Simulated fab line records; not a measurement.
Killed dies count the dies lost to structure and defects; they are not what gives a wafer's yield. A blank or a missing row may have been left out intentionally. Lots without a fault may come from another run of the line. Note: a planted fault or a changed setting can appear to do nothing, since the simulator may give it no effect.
What tool caused it?    flow sky130    11 lots with 30 wafers sampled at 6 steps, on a route of 708 steps

== WHAT EACH GAUGE READ, for each wafer ==
SKY_LDD_HVP_TW_MEAS_10. Usual: LDD_HVP_TW 458, standard deviation 3.2.
lot   measured      on             LDD_HVP_TW   flag
L887  day 22 02:09  film-metro-02  460 460 458  
L888  day 22 02:31  film-metro-04  451 449 451  
L890  day 22 23:40  film-metro-02  459 460 459  
L892  day 24 00:18  film-metro-03  457 459 459  
L896  day 25 04:00  film-metro-02  459 459      
L899  day 26 09:32  film-metro-02  462          
L903  day 27 19:46  film-metro-02  456 460 458  
L904  day 28 00:01  film-metro-04  455 452 454  
L907  day 29 01:53  film-metro-03  458 462 459  
L908  day 29 09:49  film-metro-03  458 461 458  
L909  day 29 14:39  film-metro-02  457 460 461  

SKY_SD_N_RS_MEAS_16: uses a four-point probe to measure. Usual: SD_N_RS 68.61 ohm/sq, standard deviation 0.1.
lot   measured      on             SD_N_RS (ohm/sq)         flag
L887  day 28 11:13  film-metro-01  68.69 68.61 68.66        
L888  day 28 11:07  film-metro-03  68.62 68.73 68.52        
L890  day 29 03:07  film-metro-03  68.59 68.61 68.46        
L892  day 30 04:59  film-metro-03  68.40 68.77 68.56        
L896  day 31 06:53  film-metro-01  68.59 68.65 68.57 68.65  
L899  day 32 09:09  film-metro-01  71.03 71.15              OFF
L903  day 33 16:59  film-metro-04  68.62 68.69 68.65        
L904  day 33 21:37  film-metro-04  68.71 68.53 68.50        
L907  day 34 21:31  film-metro-04  68.64 68.58 68.75        
L908  day 35 05:56  film-metro-04  68.55 68.45 68.50        
L909  day 35 08:09  film-metro-03  68.59 68.44 68.40        

== EACH LOT AND THE TOOL THAT RAN IT (in order: tool; ch and the chambers of the sampled wafers; start) ==
lot   SKY_RES_PROTECT_STRIP_07              SKY_LDD_P_STRIP_10                    SKY_SD_N_IMPLANT_09              SKY_SD_N_STRIP_11
L887  plasma-asher-02 ch 1, day 15 12:41    plasma-asher-04 ch 0,1, day 19 11:25  implanter-04 ch 0, day 28 10:32  plasma-asher-04 ch 0,1, day 28 10:50
L888  plasma-asher-01 ch 0,1, day 15 13:56  plasma-asher-01 ch 0,1, day 19 11:51  implanter-03 ch 0, day 28 10:25  plasma-asher-03 ch 0,1, day 28 10:43
L890  plasma-asher-04 ch 0,1, day 16 13:06  plasma-asher-01 ch 0,1, day 20 10:32  implanter-02 ch 0, day 29 02:26  plasma-asher-03 ch 0,1, day 29 02:42
L892  plasma-asher-02 ch 0,1, day 17 06:11  plasma-asher-01 ch 0,1, day 21 11:05  implanter-02 ch 0, day 30 04:18  plasma-asher-03 ch 0,1, day 30 04:36
L896  plasma-asher-04 ch 0,1, day 18 14:18  plasma-asher-04 ch 0,1, day 22 15:29  implanter-03 ch 0, day 31 06:13  plasma-asher-03 ch 0,1, day 31 06:29
L899  plasma-asher-04 ch 0, day 19 20:50    plasma-asher-04 ch 0, day 23 23:28    implanter-03 ch 0, day 32 08:28  plasma-asher-02 ch 1, day 32 08:46
L903  plasma-asher-01 ch 0,1, day 21 11:34  plasma-asher-03 ch 0,1, day 25 10:00  implanter-04 ch 0, day 33 16:18  plasma-asher-04 ch 1, day 33 16:36
L904  plasma-asher-04 ch 0,1, day 21 14:42  plasma-asher-04 ch 0,1, day 25 14:13  implanter-02 ch 0, day 33 20:55  plasma-asher-02 ch 0,1, day 33 21:13
L907  plasma-asher-01 ch 0,1, day 22 19:07  plasma-asher-04 ch 0,1, day 26 16:58  implanter-04 ch 0, day 34 20:51  plasma-asher-02 ch 0,1, day 34 21:07
L908  plasma-asher-02 ch 0,1, day 23 02:04  plasma-asher-03 ch 0,1, day 27 00:54  implanter-03 ch 0, day 35 05:15  plasma-asher-03 ch 0,1, day 35 05:33
L909  plasma-asher-04 ch 1, day 23 08:30    plasma-asher-01 ch 1, day 27 05:45    implanter-02 ch 0, day 35 07:28  plasma-asher-04 ch 0,1, day 35 07:46
- SKY_RES_PROTECT_STRIP_07: strips in O2/N2.
- SKY_LDD_P_STRIP_10: strips in O2/N2.
- SKY_SD_N_IMPLANT_09
- SKY_SD_N_STRIP_11: strips in O2/N2.

== WHAT THE TOOLS THEMSELVES READ (means of the sampled wafers that have a number; where no wafer has one, the mark that the record gives instead) ==
SKY_RES_PROTECT_STRIP_07. Usual: drypump-motor-current-A 5.5 A, standard deviation 0.52; oes-product-au 0.518 a.u., standard deviation 0.0042; strip-time-to-endpoint-s 23.28 s, standard deviation 0.038.
lot   tool             drypump-motor-current-A (A)  oes-product-au (a.u.)  strip-time-to-endpoint-s (s)  flag
L887  plasma-asher-02  5.4                          0.520                  23.25                         
L888  plasma-asher-01  6.2                          0.522                  23.28                         
L890  plasma-asher-04  5.1                          0.519                  23.25                         
L892  plasma-asher-02  5.5                          0.513                  23.30                         
L896  plasma-asher-04  5.2                          0.514                  23.30                         
L899  plasma-asher-04  5.0                          0.522                  23.32                         
L903  plasma-asher-01  6.4                          0.520                  23.29                         
L904  plasma-asher-04  5.1                          0.519                  23.30                         
L907  plasma-asher-01  6.2                          0.519                  23.29                         
L908  plasma-asher-02  5.5                          0.518                  23.27                         
L909  plasma-asher-04  5.3                          0.517                  23.30                         

SKY_LDD_P_STRIP_10. Usual: drypump-motor-current-A 6.0 A, standard deviation 0.62; oes-product-au 0.715 a.u., standard deviation 0.0043; strip-time-to-endpoint-s 14.17 s, standard deviation 0.038.
lot   tool             drypump-motor-current-A (A)  oes-product-au (a.u.)  strip-time-to-endpoint-s (s)  flag
L887  plasma-asher-04  5.1                          0.716                  14.23                         
L888  plasma-asher-01  6.2                          0.714                  14.23                         
L890  plasma-asher-01  6.4                          0.716                  14.12                         
L892  plasma-asher-01  6.2                          0.715                  14.15                         
L896  plasma-asher-04  5.2                          0.714                  14.18                         
L899  plasma-asher-04  5.0                          0.722                  14.19                         
L903  plasma-asher-03  6.4                          0.718                  14.15                         
L904  plasma-asher-04  5.2                          0.715                  14.20                         
L907  plasma-asher-04  5.2                          0.712                  14.20                         
L908  plasma-asher-03  6.4                          0.713                  14.12                         
L909  plasma-asher-01  6.0                          0.715                  14.15                         

SKY_SD_N_IMPLANT_09. Usual: beam-on-s 18.2 s, standard deviation 1.1; dose-ions-cm2 4e+15, standard deviation 4.2e+12; faraday-current-uA 12067, standard deviation 720.
lot   tool          beam-on-s (s)  dose-ions-cm2  faraday-current-uA  flag
L887  implanter-04  16.4           4e+15          13305               
L888  implanter-03  18.6           4e+15          11765               
L890  implanter-02  18.4           4e+15          11902               
L892  implanter-02  18.4           4e+15          11911               
L896  implanter-03  19.4           4e+15          11348               
L899  implanter-03  14.3           4e+15          15294               OFF
L903  implanter-04  15.9           4e+15          13685               
L904  implanter-02  18.2           4e+15          12012               
L907  implanter-04  16.6           4e+15          13113               
L908  implanter-03  18.4           4e+15          11906               
L909  implanter-02  18.4           4e+15          11867               

SKY_SD_N_STRIP_11. Usual: drypump-motor-current-A 5.7 A, standard deviation 0.58; oes-product-au 0.528 a.u., standard deviation 0.0049; strip-time-to-endpoint-s 22.57 s, standard deviation 0.044.
lot   tool             drypump-motor-current-A (A)  oes-product-au (a.u.)  strip-time-to-endpoint-s (s)  flag
L887  plasma-asher-04  5.1                          0.533                  22.52                         
L888  plasma-asher-03  6.4                          0.524                  22.60                         
L890  plasma-asher-03  6.2                          0.529                  22.56                         
L892  plasma-asher-03  6.2                          0.529                  22.62                         
L896  plasma-asher-03  6.3                          0.534                  22.61                         
L899  plasma-asher-02  5.4                          0.538                  21.59                         OFF
L903  plasma-asher-04  5.3                          0.521                  22.59                         
L904  plasma-asher-02  5.5                          0.527                  22.60                         
L907  plasma-asher-02  5.5                          0.532                  22.58                         
L908  plasma-asher-03  6.2                          0.527                  22.51                         
L909  plasma-asher-04  5.1                          0.525                  22.59                         

== THE ANSWER, worked out from the rows above alone ==
Rule: take the mean of a lot's wafers that have a number; if it is more than 3 standard deviations from the usual mean, the lot is off. A lot without any number at a reading at which 4 lots or more have one is off too. The other lots that the step has rows for count as sound. After the gauges, taken in route order, come the tools' own readings; for these a lot's mean is taken, as printed above. The first step at which some lot is off is used, and at that step the reading that is off furthest; a lot without a number counts as furthest.
Off: L899, seen at SKY_SD_N_RS_MEAS_16 (SD_N_RS).
If a tool, at a process step before that reading, ran all the lots that are off and no sound lot after the first of them, it fits. The gauges at SKY_SD_N_RS_MEAS_16 aren't tried: what is off there is off at SKY_SD_N_IMPLANT_09 too, on other tools, and a gauge's error can't cause that. Of those tried, none fits.

== WHAT THE SIMULATOR HAD INSERTED ==
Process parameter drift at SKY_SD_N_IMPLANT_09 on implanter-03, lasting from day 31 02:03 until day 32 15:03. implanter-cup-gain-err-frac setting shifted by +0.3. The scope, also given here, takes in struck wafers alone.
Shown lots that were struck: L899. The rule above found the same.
